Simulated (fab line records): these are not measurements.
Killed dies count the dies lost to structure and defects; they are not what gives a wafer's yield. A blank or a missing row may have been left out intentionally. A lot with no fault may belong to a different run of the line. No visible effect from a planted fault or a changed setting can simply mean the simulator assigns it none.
Comparing a struck lot with a sound one | flow gf180mcu | 19 steps out of a route of 602
Sound: these wafers, L283.1, L283.2, L283.4. Wafers struck: L294.1, L294.3, L294.6. The cause comes at the end.
Order at every step that has rows: each side's tool, ch and its chambers, its first start. Under that, the readings that differ: sound wafers | struck wafers | difference of the means | sigmas: that difference in standard deviations of wafers without a fault.
alike: same words and numbers on both sides, and readings whose means sit less than 2 such deviations apart. not compared: any withheld reading, any reading some wafer has no value for, any bound like >300 that may hide the same value, and any number with overlapping values for which the record gives no deviation.
The two part at a step that has a row with sigmas, a row that says differs or no value, or rows on one side only. Numbers that have no deviation but don't overlap get no sigmas and don't part them. A reading missing from all wafers of one side parts the sides only when that side holds two or more wafers.

first, 1 step without rows for these wafers: GF_NSD_IMPLANT_10.
GF_NSD_STRIP_11: strips in O2/N2.
  sound on plasma asher-01 ch 0,1, day 13 03:55; struck on plasma asher-02 ch 0,1, day 17 02:18
  alike: drypump motor current A, heater power w, oes product au, strip time to endpoint s
  not compared: rf hours counter h
GF_NSD_TW_MEAS_12:
  struck on film metro-02, day 17 02:24; sound on film metro-02, day 13 04:01
  alike: NSD_TW
then, 7 steps without rows for these wafers: GF_PSD_DEHYDRATE_00 (time 60 s); GF_PSD_HMDS_01 (prime time 60 s); GF_PSD_COAT_02 (resist thk 1000 nm); GF_PSD_SOFTBAKE_03 (time 60 s); GF_PSD_EXPOSE_04 (exposes mask Pplus, target cd 400 nm); GF_PSD_PEB_05; GF_PSD_DEVELOP_06 (develop time 60 s).
GF_PSD_CD_MEAS_07: target cd 400 nm.
  struck on cd sem-02, day 18 00:46; sound on cd sem-01, day 14 00:22
  alike: cd nm
GF_PSD_OVL_MEAS_08:
  struck on overlay-01, day 18 00:53; sound on overlay-02, day 14 00:29
  alike: PSD_OVL
GF_PSD_IMPLANT_09:
  sound on implanter-04 ch 0, day 14 00:31; struck on implanter-04 ch 0, day 18 00:55
  reading                          | sound                            | struck                       | difference | sigmas
  dose ions cm2                    | 1.4996e+15 1.4985e+15 1.5007e+15 | 9.14e+14 9.125e+14 9.121e+14 | -5.87e+14  | -99 or more
  end station pressure torr (Torr) | 1.23e-05 1.22e-05 1.22e-05       | 9.4e-06 1.02e-05 9.3e-06     | -2.6e-06   | -4
  faraday current uA               | 8348 8244 8219                   | 5264 4948 4984               | -3205      | -19
GF_PSD_STRIP_10: strips in O2/N2.
  sound on plasma asher-03 ch 0,1, day 14 00:40; struck on plasma asher-04 ch 0, day 18 01:04
  reading                      | sound             | struck            | difference | sigmas
  oes product au (a.u.)        | 0.589 0.589 0.587 | 0.632 0.632 0.628 | +0.042     | +10
  strip time to endpoint s (s) | 16.57 16.55 16.56 | 15.09 15.01 15.05 | -1.51      | -44
  alike: drypump motor current A, heater power w
  not compared: rf hours counter h
GF_PSD_TW_MEAS_11:
  struck on film metro-04, day 18 01:23; sound on film metro-04, day 14 00:46
  reading | sound          | struck         | difference | sigmas
  PSD_TW  | 3166 3168 3161 | 2833 2815 2824 | -341       | -26
  not compared: hold
GF_PSD_RTA_13: time 20 s.
  sound on rtp anneal-01 ch 0, day 14 00:52; struck on rtp anneal-02 ch 0, day 18 03:19
  reading            | sound          | struck         | difference | sigmas
  lamp power pct (%) | 34.6 34.7 34.6 | 34.0 33.9 34.0 | -0.7       | -2
  alike: wafer_temp_C_max
GF_PSD_RS_MEAS_14: the measuring method here is four-point-probe.
  struck on film metro-01, day 18 03:28; sound on film metro-01, day 14 00:58
  alike: NSD_RS
GF_PSD_RS_MEAS_15: the measuring method here is four-point-probe.
  struck on film metro-01, day 18 04:07; sound on film metro-01, day 14 01:05
  reading         | sound                | struck               | difference | sigmas
  PSD_RS (ohm/sq) | 108.64 108.93 108.78 | 141.81 142.00 142.11 | +33.19     | +99 or more
  not compared: hold
after that, 1 step had no rows for these wafers: GF_PASSIVATION_PROBE_99.

== WHERE THEY PART ==
First at GF_PSD_IMPLANT_09; last, within this record, at GF_PSD_RS_MEAS_15.

WHY: whatever the simulator had introduced
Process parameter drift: implanter-04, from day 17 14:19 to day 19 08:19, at GF_PSD_IMPLANT_09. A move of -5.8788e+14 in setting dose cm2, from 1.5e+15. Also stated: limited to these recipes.
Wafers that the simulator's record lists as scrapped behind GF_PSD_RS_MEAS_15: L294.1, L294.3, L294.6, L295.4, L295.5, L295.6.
